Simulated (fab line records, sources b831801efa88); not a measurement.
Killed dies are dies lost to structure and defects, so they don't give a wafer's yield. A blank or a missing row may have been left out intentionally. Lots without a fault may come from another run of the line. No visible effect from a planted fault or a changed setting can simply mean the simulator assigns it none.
A lot that was struck, set against a sound lot | flow sky130 | 43 out of 708 route steps
Sound: wafers L230.2, L230.4, L230.6. Wafers struck: L247.1, L247.3, L247.4. The cause comes at the end.
For every step that has rows: the tool of each side, followed by ch and its chambers, followed by its first start. Under that, the readings that differ: sound wafers | struck wafers | difference of the means | sigmas: that difference in standard deviations of wafers without a fault.
alike: readings whose means differ by less than 2 such deviations, and words and numbers that are the same on both sides. not compared: withheld readings, readings that some wafer has no value for, bounds like >300 that may hide the same value, and numbers for which the record gives no deviation and whose values overlap.
A row with sigmas, a row that says differs or no value, or rows on one side alone: a step with any of these is where the two part. Non-overlapping numbers with no deviation appear without sigmas and do not part them. A reading that every wafer of one side lacks parts them only if that side has two wafers or more.

first, 1 step without rows for these wafers: SKY_SONOS_ONO_CVD_04 (deposits SiO2 from SiH4/N2O, target thk 5.7199 nm).
SKY_SONOS_ONO_THK_MEAS_05:
  sound: film metro-01 at day 11 22:31; struck: film metro-02 at day 17 08:30
  alike: SONOS_ONO_CVD_04_THK
then, 7 steps without rows for these wafers: SKY_SONOS_ONO_DEHYDRATE_06 (time 60 s); SKY_SONOS_ONO_HMDS_07 (prime time 60 s); SKY_SONOS_ONO_COAT_08 (resist thk 1140 nm); SKY_SONOS_ONO_SOFTBAKE_09 (time 60 s); SKY_SONOS_ONO_EXPOSE_10 (exposes mask ONOM, target cd 410 nm); SKY_SONOS_ONO_PEB_11; SKY_SONOS_ONO_DEVELOP_12 (develop time 60 s).
SKY_SONOS_ONO_CD_MEAS_13 targets a cd of 410 nm.
  sound: cd sem-02 at day 12 22:18; struck: cd sem-01 at day 18 12:44
  alike: cd nm
SKY_SONOS_ONO_OVL_MEAS_14:
  sound: overlay-02 at day 12 22:25; struck: overlay-02 at day 18 12:51
  alike: SONOS_ONO_OVL
SKY_SONOS_ONO_ETCH_15: etches the open film in CHF3/O2, target depth 19.52 nm, time 7.8 s.
  sound on rie diel-02 ch 0,3, day 12 22:26; struck on rie diel-03 ch 1,2,3, day 18 12:53
  alike: drypump motor current A, oes product au, throttle valve pct
  not compared: rf hours counter h
SKY_SONOS_ONO_WET_ETCH_16: etches SiO2 in dHF, target depth 14 nm, time 280 s.
  sound on wet bench-03 ch 0, day 12 22:28; struck on wet bench-02 ch 3, day 18 12:55
SKY_SONOS_ONO_STRIP_17: strips in O2/N2.
  sound on plasma asher-04 ch 0,1, day 12 22:33; struck on plasma asher-02 ch 0,1, day 18 13:00
  alike: drypump motor current A, oes product au, strip time to endpoint s
  not compared: rf hours counter h
then, 3 steps without rows for these wafers: SKY_SONOS_ONO_WET_ETCH_18 (etches Si3N4 in H3PO4, target depth 15 nm, time 172 s); SKY_GATE_OXIDE_CLEAN_00 (cleans in SC1/SC2, time 150 s); SKY_GATE_OXIDE_OXIDATION_01 (stabilise 600 s, purge 300 s, target thk 10.268 nm).
SKY_GATE_OXIDE_THK_MEAS_02:
  sound: film metro-02 at day 13 03:04; struck: film metro-04 at day 18 16:03
  reading                          | sound          | struck            | difference | sigmas
  GATE_OXIDE_OXIDATION_00_THK (nm) | 9.96 9.97 9.98 | 10.37 10.60 10.58 | +0.55      | +2
then, 7 steps without rows for these wafers: SKY_GATE_OXIDE_DEHYDRATE_03 (time 60 s); SKY_GATE_OXIDE_HMDS_04 (prime time 60 s); SKY_GATE_OXIDE_COAT_05 (resist thk 1140 nm); SKY_GATE_OXIDE_SOFTBAKE_06 (time 60 s); SKY_GATE_OXIDE_EXPOSE_07 (exposes mask LVOM, target cd 600 nm); SKY_GATE_OXIDE_PEB_08; SKY_GATE_OXIDE_DEVELOP_09 (develop time 60 s).
SKY_GATE_OXIDE_OVL_MEAS_10:
  sound: overlay-01 at day 14 04:32; struck: overlay-02 at day 19 22:13
  alike: GATE_OXIDE_OVL
then, 2 steps without rows for these wafers: SKY_GATE_OXIDE_IMPLANT_11; SKY_GATE_OXIDE_WET_ETCH_12 (etches SiO2 in dHF, target depth 16.8 nm, time 336 s).
SKY_GATE_OXIDE_STRIP_13: strips in O2/N2.
  sound on plasma asher-01 ch 1, day 14 04:49; struck on plasma asher-03 ch 0,1, day 19 22:30
  reading                      | sound             | struck            | difference | sigmas
  strip time to endpoint s (s) | 14.24 14.20 14.20 | 14.17 14.12 14.11 | -0.08      | -2
  alike: drypump motor current A, oes product au
  not compared: rf hours counter h
SKY_GATE_OXIDE_TW_MEAS_14:
  sound: film metro-01 at day 14 04:56; struck: film metro-02 at day 19 22:36
  alike: GATE_OXIDE_TW
then, 3 steps without rows for these wafers: SKY_GATE_OXIDE_CLEAN_15 (cleans in SC1/SC2, time 150 s); SKY_GATE_OXIDE_OXIDATION_16 (stabilise 600 s, purge 300 s, target thk 3.57 nm); SKY_POLY_GATE_CVD_00 (deposits poly-Si, target thk 180 nm, time 720 s).
SKY_POLY_GATE_THK_MEAS_01:
  sound: film metro-04 at day 15 09:53; struck: film metro-03 at day 20 02:20
  alike: POLY_GATE_CVD_00_THK
then, 8 steps without rows for these wafers: SKY_RES_PROTECT_DEHYDRATE_00 (time 60 s); SKY_RES_PROTECT_HMDS_01 (prime time 60 s); SKY_RES_PROTECT_COAT_02 (resist thk 1140 nm); SKY_RES_PROTECT_SOFTBAKE_03 (time 60 s); SKY_RES_PROTECT_EXPOSE_04 (exposes mask RPM, target cd 1270 nm); SKY_RES_PROTECT_PEB_05; SKY_RES_PROTECT_DEVELOP_06 (develop time 60 s); SKY_POLY_GATE_IMPLANT_02.
-- the record jumps here: 30 days lie between the struck wafers' starts before and after (it left off in module POLY_GATE and takes up again in module PAD_OPEN, whose first step shown is number 708 of the route) --
SKY_PAD_OPEN_PROBE_99:
  record: rows for the struck wafers here (prober-02, day 49 20:39), none for the sound ones

== WHERE THEY PART ==
First at SKY_GATE_OXIDE_THK_MEAS_02; last, within this record, at SKY_PAD_OPEN_PROBE_99.

WHY: whatever the simulator had introduced
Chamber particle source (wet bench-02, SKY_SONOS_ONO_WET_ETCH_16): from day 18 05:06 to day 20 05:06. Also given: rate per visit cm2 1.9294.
